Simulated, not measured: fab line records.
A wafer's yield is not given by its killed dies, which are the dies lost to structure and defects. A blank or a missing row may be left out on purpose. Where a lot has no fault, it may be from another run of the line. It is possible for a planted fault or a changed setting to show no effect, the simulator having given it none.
A struck lot beside a sound one + flow gf180mcu + 16 steps out of a route of 602
Sound: wafers L948.2, L948.3, L948.4. Struck: wafers L945.1, L945.2, L945.3. Last of all comes the cause.
Per side, at each step with rows, come the tool, then ch with its chambers, and then its first start. Under that, the readings that differ: sound wafers + struck wafers + difference of the means + sigmas: that difference in standard deviations of wafers without a fault.
alike: a reading whose means differ by less than 2 such deviations, as well as words and numbers matching on both sides. not compared: withheld readings; readings where some wafer has no value; bounds like >300 that might hide an equal value; numbers whose values overlap and for which the record gives no deviation.
A row with sigmas, a row that says differs or no value, or rows on one side alone: a step with any of these is where the two part. Non-overlapping numbers with no deviation appear without sigmas and do not part them. A reading missing from all wafers of one side parts the sides only when that side holds two or more wafers.

GF_V4_CVD_23: deposits W, target thk 350 nm, time 104.9 s.
  sound on cvd w-01 ch 0,1, day 29 05:20; struck on cvd w-01 ch 0,1, day 28 17:43
  alike: heater power w
GF_V4_RS_MEAS_24: measures by four-point-probe.
  sound on film metro-03 at day 29 05:28; struck on film metro-03 at day 28 17:49
  alike: V4_W_RS
GF_V4_THK_MEAS_25: measures by xrf.
  sound on film metro-03 at day 29 05:35; struck on film metro-03 at day 28 17:56
  alike: V4_W_THK
GF_V4_CMP_26: polishes, stops on SiO2, t overpolish 15 s, target thk 0 nm.
  sound on cmp-01 ch 1,2,3, day 29 05:41; struck on cmp-02 ch 1,2,3, day 28 18:03
  alike: motor current A, overpolish run s, platen rpm, time to endpoint s
then, 3 steps without rows for these wafers: GF_MIM_SPUTTER_00 (material Ti, target thk 37.5 nm, time 150 s); GF_MIM_SPUTTER_01 (material TiN, target thk 30 nm, time 25 s); GF_MIM_SPUTTER_02 (material AlCu, target thk 450 nm, time 23.9 s).
GF_MIM_SPUTTER_03: material Ti, target thk 10 nm, time 6.7 s.
  sound on pvd sputter-03 at day 29 06:05; struck on pvd sputter-02 at day 28 18:28
  alike: chamber pressure pa, throttle valve pct
then, 1 step without rows for these wafers: GF_MIM_SPUTTER_04 (material TiN, target thk 50 nm, time 41.7 s).
GF_MIM_CVD_05: deposits Si3N4, target thk 42 nm, time 27.96 s.
  sound on pecvd-02 ch 0,2, day 29 06:09; struck on pecvd-02 ch 0,1,2, day 28 18:31
  alike: heater power w
GF_MIM_THK_MEAS_06:
  sound on film metro-02 at day 29 06:11; struck on film metro-03 at day 28 18:34
  alike: MIM_CVD_05_THK
GF_MIM_SPUTTER_07: material TiN, target thk 60 nm, time 50 s.
  sound on pvd sputter-02 at day 29 06:14; struck on pvd sputter-03 at day 28 18:37
  alike: chamber pressure pa, throttle valve pct
GF_MIM_SPUTTER_08: material AlCu, target thk 200 nm, time 10.6 s.
  sound on pvd sputter-02 at day 29 06:17; struck on pvd sputter-03 at day 28 18:40
| reading                                  | sound             | struck            | difference | sigmas |
|------------------------------------------|-------------------|-------------------|------------|--------|
| model.AlCu_of_MIM_SPUTTER_08.thk nm (nm) | 197.9 202.4 197.3 | 100.9 97.88 94.72 | -101.4     |        |
  alike: chamber pressure pa, throttle valve pct
then, 1 step without rows for these wafers: GF_MIM_SPUTTER_09 (material TiN, target thk 35 nm, time 29.2 s).
GF_MIM_RS_MEAS_10: measures by four-point-probe.
  sound on film metro-03 at day 29 06:22; struck on film metro-02 at day 28 19:02
| reading              | sound                | struck               | difference | sigmas |
|----------------------|----------------------|----------------------|------------|--------|
| MIM_ALCU_RS (ohm/sq) | 0.1619 0.1585 0.1625 | 0.3311 0.3432 0.3547 | +0.1820    | +70    |
  not compared: hold
following that, these wafers have no rows for 1 step: GF_PASSIVATION_PROBE_99.

== WHERE THEY PART ==
At GF_MIM_RS_MEAS_10 and nowhere else, as far as this record goes.

WHY: the cause the simulator had injected
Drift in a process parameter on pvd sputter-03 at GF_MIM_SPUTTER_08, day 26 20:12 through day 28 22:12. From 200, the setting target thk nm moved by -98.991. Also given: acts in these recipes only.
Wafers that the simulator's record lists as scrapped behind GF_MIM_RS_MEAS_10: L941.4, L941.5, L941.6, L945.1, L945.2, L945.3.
